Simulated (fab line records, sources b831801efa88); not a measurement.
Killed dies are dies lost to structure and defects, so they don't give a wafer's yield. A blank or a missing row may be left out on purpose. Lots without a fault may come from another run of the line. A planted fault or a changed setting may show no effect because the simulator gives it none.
fab line records | flow sky130
record lots=10 wafers=30 last_day=50
route steps=708 shown LDD_HVP@285 LDD_LDN@301 SD_P@327 PAD_OPEN@708
lots that met no fault: from a run of the same line without faults
start_h: hours from the record's first day to the start of the lot's first wafer shown | wait_h: hours since the lot's step before | " the same as in the row above | L1.1+2: a row that stands for several wafers | - no value, or no start given | * or withheld: withheld | < > ~ a bound
route shown NAME@n: a module of which the file shows steps, and the number in the route of the first | usual: mean/standard deviation of fault-free wafers | same: alike in all rows | chamber/n: place in a boat | sites: the reading at each site | _std_site: their standard deviation | _edge_site: outer sites' mean less inner sites' | radius_mm: how far each site lies from the wafer's centre | mask NAME#n: copy n | behind: the tool/chamber that last shaped the wafer | hold: why the lot was held/for how many hours/how that ended | device: the transistor (n, p or np) that didn't switch | end of line: the same wafers' tests at the end of the route | a step without rows: its recipe alone | killed: dies lost to structure and defects at the first sort, not the wafer's yield | map: a wafer's dies, x killed, . not, _ none there
set.NAME: the setting as run; set.NAME@STEP: as run at that earlier step | model.NAME: the simulator's own value behind a step, which no gauge read
steps of the route over a sample of lots; a table a step, a row a wafer
services: from which hour (start_h, from the record's first day; less than 0 if before it) a tool's chamber was out of use, for how many hours, and why
## steps
# step SKY_LDD_HVP_OVL_MEAS_07
# usual LDD_HVP_OVL=0.1/1.5
# columns lot.wafer tool chamber start_h wait_h LDD_HVP_OVL[nm]
L447.3 overlay-02 - 499.08 0.1 0.8
L447.4 " - " " 1.4
L447.5 " - " " -0.8
L453.2 overlay-02 - 564.32 0.1 -1.1
L453.3 " - " " 0.6
L453.6 " - " " -2.3
L455.1 overlay-02 - 576.38 0.1 0.6
L455.4 " - " " -2.4
L455.6 " - " " -0.5
L458.2 overlay-02 - 612.96 0.1 2.3
L458.5 " - " " 1.0
L458.6 " - " " 1.7
L459.2 overlay-01 - 618.26 0.1 1.0
L459.3 " - " " -0.9
L459.6 " - " " 2.5
L461.2 overlay-02 - 635.17 0.1 -1.0
L461.3 " - " " 1.4
L461.5 " - " " -0.8
L465.1 overlay-01 - 649.16 0.1 -2.6
L465.2 " - " " -1.7
L465.6 " - " " -3.5
L466.1 overlay-02 - 660.93 0.1 1.6
L466.2 " - " " 1.4
L466.3 " - " " -1.2
L467.1 overlay-02 - 670.11 0.1 -1.8
L467.2 " - " " 0.2
L467.5 " - " " 0.8
L468.1 overlay-01 - 679.08 0.1 0.0
L468.5 " - " " 0.6
L468.6 " - " " 2.4
# step SKY_LDD_LDN_STRIP_12
# recipe chemistry=O2/N2 power_w=1400 pressure_mtorr=1500 platen_temp_c=withheld o2_flow_sccm=3000 n2_flow_sccm=300 overash_fraction=0.5
# usual drypump_motor_current_A=6.0/0.31 n2_flow_sccm=300.0/0.99 o2_flow_sccm=3000/9.1 oes_product_au=0.716/0.0046 strip_time_to_endpoint_s=14.19/0.04
# same overash_fraction=0.5
# columns lot.wafer tool chamber start_h wait_h drypump_motor_current_A n2_flow_sccm o2_flow_sccm oes_product_au rf_hours_counter_h strip_time_to_endpoint_s
L447.3 plasma_asher-02 0 530.54 0.1 5.8 299.6 3002 0.714 - 14.22
L447.4 " 1 " " 5.6 299.8 3004 0.715 - 14.24
L447.5 " 0 " " 5.8 300.7 3002 0.711 - 14.22
L453.2 plasma_asher-01 1 595.05 0.1 5.9 298.4 3005 0.713 91 14.22
L453.3 " 0 " " 6.4 298.6 3004 0.710 - 14.23
L453.6 " 1 " " 5.9 300.3 3011 0.716 - 14.22
L455.1 plasma_asher-02 1 606.35 0.1 5.6 300.3 2991 0.713 49 14.21
L455.4 " 1 " " 5.6 300.7 3005 0.716 - 14.24
L455.6 " 0 " " 5.8 297.8 3002 0.708 - 14.22
L458.2 plasma_asher-01 1 643.75 0.1 5.9 299.7 3000 0.710 96 14.21
L458.5 " 0 " " 6.4 299.7 2987 0.716 - 14.21
L458.6 " 1 " " 5.9 298.6 3001 0.717 - 14.23
L459.2 plasma_asher-01 1 648.49 0.1 5.9 298.9 3005 0.717 97 14.17
L459.3 " 0 " " 6.4 299.0 2998 0.715 - 14.14
L459.6 " 1 " " 5.9 300.6 2998 0.710 - 14.13
L461.2 plasma_asher-03 1 665.10 0.1 6.0 298.8 2986 0.718 22 14.24
L461.3 " 1 " " 6.0 300.2 2993 0.725 - 14.28
L461.5 " 0 " " 6.5 299.7 3027 0.735 - 14.20
L465.1 plasma_asher-03 0 679.14 0.1 6.4 299.4 3004 0.717 24 14.14
L465.2 " 1 " " 6.0 302.1 2999 0.722 24 14.13
L465.6 " 1 " " 6.0 301.4 3003 0.719 - 14.16
L466.1 plasma_asher-02 1 691.64 0.1 5.6 299.6 2997 0.722 57 14.22
L466.2 " 0 " " 5.8 300.6 3005 0.715 57 14.25
L466.3 " 1 " " 5.6 299.5 2997 0.720 - 14.23
L467.1 plasma_asher-01 1 699.65 0.1 5.9 300.4 3015 0.712 102 14.24
L467.2 " 0 " " 6.4 298.6 3008 0.713 102 14.22
L467.5 " 1 " " 5.9 299.9 2995 0.713 - 14.23
L468.1 plasma_asher-02 1 707.40 0.1 5.6 299.8 2993 0.724 59 14.20
L468.5 " 1 " " 5.6 300.1 2990 0.720 - 14.20
L468.6 " 0 " " 5.8 300.0 3003 0.716 - 14.19
# step SKY_SD_P_CD_MEAS_07
# recipe target_cd_nm=380
# usual cd_nm=380.6/2.5
# columns lot.wafer tool chamber start_h wait_h cd_nm
L447.3 cd_sem-02 - 592.07 0.1 383.3
L447.4 " - " " 385.2
L447.5 " - " " 386.3
L453.2 cd_sem-02 - 655.29 0.1 378.4
L453.3 " - " " 379.2
L453.6 " - " " 376.7
L455.1 cd_sem-02 - 666.73 0.2 379.8
L455.4 " - " " 381.2
L455.6 " - " " 378.2
L458.2 cd_sem-01 - 703.18 0.1 376.1
L458.5 " - " " 375.8
L458.6 " - " " 376.8
L459.2 cd_sem-01 - 706.79 0.1 379.1
L459.3 " - " " 381.4
L459.6 " - " " 378.8
L461.2 cd_sem-02 - 723.60 0.1 379.7
L461.3 " - " " 378.9
L461.5 " - " " 381.5
L465.1 cd_sem-01 - 736.57 0.1 384.8
L465.2 " - " " 383.1
L465.6 " - " " 381.7
L466.1 cd_sem-01 - 747.92 0.1 380.1
L466.2 " - " " 381.5
L466.3 " - " " 381.1
L467.1 cd_sem-01 - 757.51 0.1 378.1
L467.2 " - " " 377.3
L467.5 " - " " 379.1
L468.1 cd_sem-01 - 763.77 0.1 382.0
L468.5 " - " " 378.9
L468.6 " - " " 383.3
# step SKY_SD_P_IMPLANT_09
# recipe species=BF2 energy_kev=20 dose_cm2=3e+15 tilt_deg=0
# usual dose_ions_cm2=2.999e+15/3.2e+12
# columns lot.wafer tool chamber start_h wait_h dose_ions_cm2
L447.3 implanter-04 0 592.23 0.1 3e+15
L447.4 " 0 " " 2.999e+15
L447.5 " 0 " " 3e+15
L453.2 implanter-04 0 655.45 0.0 3.264e+15
L453.3 " 0 " " 3.263e+15
L453.6 " 0 " " 3.267e+15
L455.1 implanter-04 0 666.88 0.0 3.265e+15
L455.4 " 0 " " 3.264e+15
L455.6 " 0 " " 3.259e+15
L458.2 implanter-03 0 703.35 0.0 3e+15
L458.5 " 0 " " 2.998e+15
L458.6 " 0 " " 3.004e+15
L459.2 implanter-03 0 706.95 0.0 3.001e+15
L459.3 " 0 " " 3.004e+15
L459.6 " 0 " " 3e+15
L461.2 implanter-03 0 723.76 0.0 2.995e+15
L461.3 " 0 " " 2.996e+15
L461.5 " 0 " " 2.996e+15
L465.1 implanter-01 0 736.73 0.0 3e+15
L465.2 " 0 " " 3.004e+15
L465.6 " 0 " " 2.997e+15
L466.1 implanter-03 0 748.08 0.0 3e+15
L466.2 " 0 " " 2.998e+15
L466.3 " 0 " " 2.995e+15
L467.1 implanter-03 0 757.67 0.0 2.995e+15
L467.2 " 0 " " 2.996e+15
L467.5 " 0 " " 2.995e+15
L468.1 implanter-01 0 763.93 0.0 3e+15
L468.5 " 0 " " 3.006e+15
L468.6 " 0 " " 2.995e+15
# step SKY_SD_P_STRIP_10
# recipe chemistry=O2/N2 power_w=1400 pressure_mtorr=1500 platen_temp_c=withheld o2_flow_sccm=3000 n2_flow_sccm=300 overash_fraction=0.5
# usual drypump_motor_current_A=5.8/0.36 n2_flow_sccm=300.0/1 o2_flow_sccm=2998/8 oes_product_au=0.617/0.0044 strip_time_to_endpoint_s=17.50/0.032
# same overash_fraction=0.5
# columns lot.wafer tool chamber start_h wait_h drypump_motor_current_A n2_flow_sccm o2_flow_sccm oes_product_au rf_hours_counter_h strip_time_to_endpoint_s
L447.3 plasma_asher-03 1 592.37 0.1 6.0 300.1 3000 0.612 - 17.49
L447.4 " 0 " " 6.4 301.1 2984 0.622 - 17.48
L447.5 " 0 " " 6.4 301.1 2987 0.615 - 17.46
L453.2 plasma_asher-04 0 655.57 0.1 5.2 300.5 3000 0.607 81 17.72
L453.3 " 0 " " 5.3 298.7 2991 0.607 - 17.63
L453.6 " 1 " " 5.9 298.5 2995 0.601 - 17.70
L455.1 plasma_asher-02 1 667.03 0.1 5.6 300.6 3004 0.617 55 17.62
L455.4 " 0 " " 5.8 300.1 2989 0.605 - 17.65
L455.6 " 0 " " 5.8 300.8 2999 0.603 - 17.66
L458.2 plasma_asher-02 0 703.47 0.1 5.8 301.3 2986 0.617 58 17.56
L458.5 " 0 " " 5.8 299.1 3007 0.625 - 17.52
L458.6 " 1 " " 5.6 302.2 2990 0.618 - 17.50
L459.2 plasma_asher-04 0 707.08 0.1 5.2 300.1 2991 0.613 86 17.53
L459.3 " 1 " " 5.9 299.1 3001 0.617 - 17.47
L459.6 " 0 " " 5.2 297.8 2992 0.616 - 17.51
L461.2 plasma_asher-02 0 723.88 0.1 5.8 299.5 2991 0.620 60 17.53
L461.3 " 0 " " 5.8 299.5 2993 0.615 - 17.54
L461.5 " 1 " " 5.6 301.7 3010 0.620 - 17.49
L465.1 plasma_asher-03 1 736.88 0.1 6.0 299.5 3016 0.618 30 17.47
L465.2 " 0 " " 6.4 300.0 3004 0.618 30 17.49
L465.6 " 0 " " 6.4 301.5 2997 0.617 - 17.49
L466.1 plasma_asher-02 1 748.23 0.1 5.6 300.2 2994 0.613 63 17.45
L466.2 " 0 " " 5.8 300.3 3000 0.616 63 17.47
L466.3 " 0 " " 5.8 299.5 2999 0.621 - 17.45
L467.1 plasma_asher-04 1 757.82 0.1 5.9 299.1 3003 0.621 91 17.49
L467.2 " 0 " " 5.2 301.0 2990 0.617 91 17.55
L467.5 " 1 " " 5.9 298.4 3009 0.622 - 17.55
L468.1 plasma_asher-03 1 764.08 0.1 6.0 300.1 3005 0.613 32 17.48
L468.5 " 0 " " 6.4 299.0 3004 0.630 - 17.51
L468.6 " 1 " " 6.0 298.9 2999 0.616 - 17.55
# step SKY_SD_P_TW_MEAS_11
# usual SD_P_TW=2833/13
# columns lot.wafer tool chamber start_h wait_h SD_P_TW
L447.3 film_metro-01 - 592.45 0.1 2842
L447.4 " - " " 2845
L447.5 " - " " 2843
L453.2 film_metro-04 - 655.68 0.1 2860
L453.3 " - " " 2874
L453.6 " - " " 2870
L455.1 film_metro-01 - 667.13 0.1 2878
L455.4 " - " " 2885
L455.6 " - " " 2882
L458.2 film_metro-02 - 703.58 0.1 2824
L458.5 " - " " 2816
L458.6 " - " " 2825
L459.2 film_metro-01 - 707.19 0.1 2831
L459.3 " - " " 2841
L459.6 " - " " 2843
L461.2 film_metro-04 - 723.99 0.1 2840
L461.3 " - " " 2818
L461.5 " - " " 2833
L465.1 film_metro-01 - 736.98 0.1 2814
L465.2 " - " " 2822
L465.6 " - " " 2814
L466.1 film_metro-04 - 748.33 0.1 2831
L466.2 " - " " 2845
L466.3 " - " " 2820
L467.1 film_metro-01 - 757.92 0.1 2834
L467.2 " - " " 2841
L467.5 " - " " 2844
L468.1 film_metro-01 - 764.18 0.1 2832
L468.5 " - " " 2844
L468.6 " - " " 2840
# step SKY_SD_N_RS_MEAS_17
# recipe thk_meas_gauge=four-point-probe
# usual SD_P_RS=147.0/0.41
# columns lot.wafer tool chamber start_h wait_h SD_P_RS[ohm/sq]
L447.3 film_metro-02 - 653.46 0.1 147.1
L447.4 " - " " 146.5
L447.5 " - " " 146.9
L453.2 film_metro-01 - 714.69 0.1 145.9
L453.3 " - " " 145.8
L453.6 " - " " 146.2
L455.1 film_metro-04 - 725.37 0.1 145.7
L455.4 " - " " 145.4
L455.6 " - " " 145.9
L458.2 film_metro-01 - 758.89 0.1 147.5
L458.5 " - " " 147.3
L458.6 " - " " 146.9
L459.2 film_metro-01 - 763.14 0.1 147.3
L459.3 " - " " 146.5
L459.6 " - " " 147.0
L461.2 film_metro-04 - 781.34 0.1 146.7
L461.3 " - " " 146.8
L461.5 " - " " 147.0
L465.1 film_metro-04 - 794.22 0.1 147.1
L465.2 " - " " 146.9
L465.6 " - " " 147.1
L466.1 film_metro-01 - 804.78 0.1 146.9
L466.2 " - " " 146.8
L466.3 " - " " 146.8
L467.1 film_metro-02 - 812.78 0.1 147.1
L467.2 " - " " 146.9
L467.5 " - " " 146.9
L468.1 film_metro-04 - 819.37 0.1 146.0
L468.5 " - " " 146.7
L468.6 " - " " 147.0
# step SKY_PAD_OPEN_PROBE_99
# usual killed_at_M0_to_M3=44/7.1 killed_at_M4_up=3.3/1.8 killed_at_contacts=24/5.1 killed_at_front_end=16/4.7 killed_at_other=0.3/0.52 killed_dies=87/9.7 killed_open=47/6.8 killed_short=39/6.7
# same gross_dies=492 killed_at_back_side=0
# columns lot.wafer tool chamber start_h wait_h killed_at_M0_to_M3 killed_at_M4_up killed_at_contacts killed_at_front_end killed_at_other killed_dies killed_open killed_short
L453.2 prober-01 - 1124.01 0.1 34 6 24 10 0 74 35 39
L453.3 prober-01 - 1124.06 0.2 37 4 18 16 0 75 40 35
L453.6 prober-01 - 1124.21 0.2 47 1 25 15 1 89 51 37
# killed by level:class
L453.2 VIA1:geometric_particle:open=7 CONTACT:geometric_particle:short=6 CONTACT:geometric_particle:open=6 METAL1:geometric_particle:short=5 LOCAL_INTERCONNECT:geometric_particle:short=5 FIELD_ISO:geometric_particle:open=4 METAL4:geometric_particle:short=4 VIA1:geometric_particle:short=4
L453.3 VIA1:geometric_particle:open=11 POLY_GATE:geometric_particle:short=6 VIA2:geometric_particle:open=6 CONTACT:geometric_particle:open=5 VIA3:geometric_particle:short=5 FIELD_ISO:geometric_particle:open=4 VIA3:geometric_particle:open=4 LI_CONTACT:geometric_particle:open=4
L453.6 VIA1:geometric_particle:open=13 VIA3:geometric_particle:open=7 LOCAL_INTERCONNECT:geometric_particle:short=7 VIA2:geometric_particle:open=7 METAL2:geometric_particle:short=6 CONTACT:geometric_particle:open=6 LI_CONTACT:geometric_particle:open=5 FIELD_ISO:geometric_particle:open=4
## services
# columns tool chamber start_h hours kind
implanter-01 - 521.45 4.4 repair
plasma_asher-01 - 530.86 14.6 pm
plasma_asher-03 - 535.53 1.2 repair
plasma_asher-04 - 550.75 0.4 repair
plasma_asher-03 - 552.25 15.6 pm
implanter-01 - 560.47 3.5 pm
implanter-01 - 564.00 3.2 pm
plasma_asher-04 - 564.62 14.6 pm
implanter-04 - 575.68 0.8 repair
plasma_asher-03 - 596.08 0.3 repair
plasma_asher-02 - 597.09 2.9 repair
implanter-04 - 597.81 5.1 repair
implanter-03 - 623.32 2.8 repair
implanter-03 - 630.82 5.2 pm
plasma_asher-03 - 642.81 1.4 repair
implanter-01 - 652.11 2.4 repair
implanter-01 - 658.25 3.8 repair
plasma_asher-03 - 659.61 1.0 repair
plasma_asher-04 - 669.30 2.4 repair
implanter-04 - 693.49 2.7 repair
plasma_asher-01 - 724.13 1.9 repair
plasma_asher-01 - 733.78 9.0 pm
plasma_asher-01 0 733.78 9.0 vent_cycle
implanter-03 - 743.09 3.6 pm
## key
first_sign step=SKY_SD_P_IMPLANT_09 reading=dose_ions_cm2 direction=up sigmas=83 usual=* struck=*
effect step=SKY_SD_P_STRIP_10 reading=strip_time_to_endpoint_s direction=up sigmas=5.3 usual=* struck=*
effect step=SKY_SD_P_TW_MEAS_11 reading=SD_P_TW direction=up sigmas=3.3 usual=2833 struck=2875
effect step=SKY_SD_N_RS_MEAS_17 reading=SD_P_RS direction=down sigmas=2.9 usual=147.0 struck=145.8
met_at SKY_SD_P_IMPLANT_09
struck_lots L453,L455
tester_left_out L453,L455
not_acting_at SKY_LDD_HVP_OVL_MEAS_07,SKY_LDD_LDN_STRIP_12,SKY_SD_P_CD_MEAS_07
onset_between 592.23 655.45
fault kind=process_parameter_drift tool=implanter-04 chamber=- onset_h=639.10 steps=SKY_SD_P_IMPLANT_09 channel=dose_cm2 offset=* shape=step end_h=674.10 acts_in=* stated=*
# tester_left_out: of these lots the tester's yield and bins aren't shown, on N5 and GAA mostly nor the transistor test; their killed dies are dies lost to structure and defects alone, not to doping, threshold or leakage, so they don't give the yield
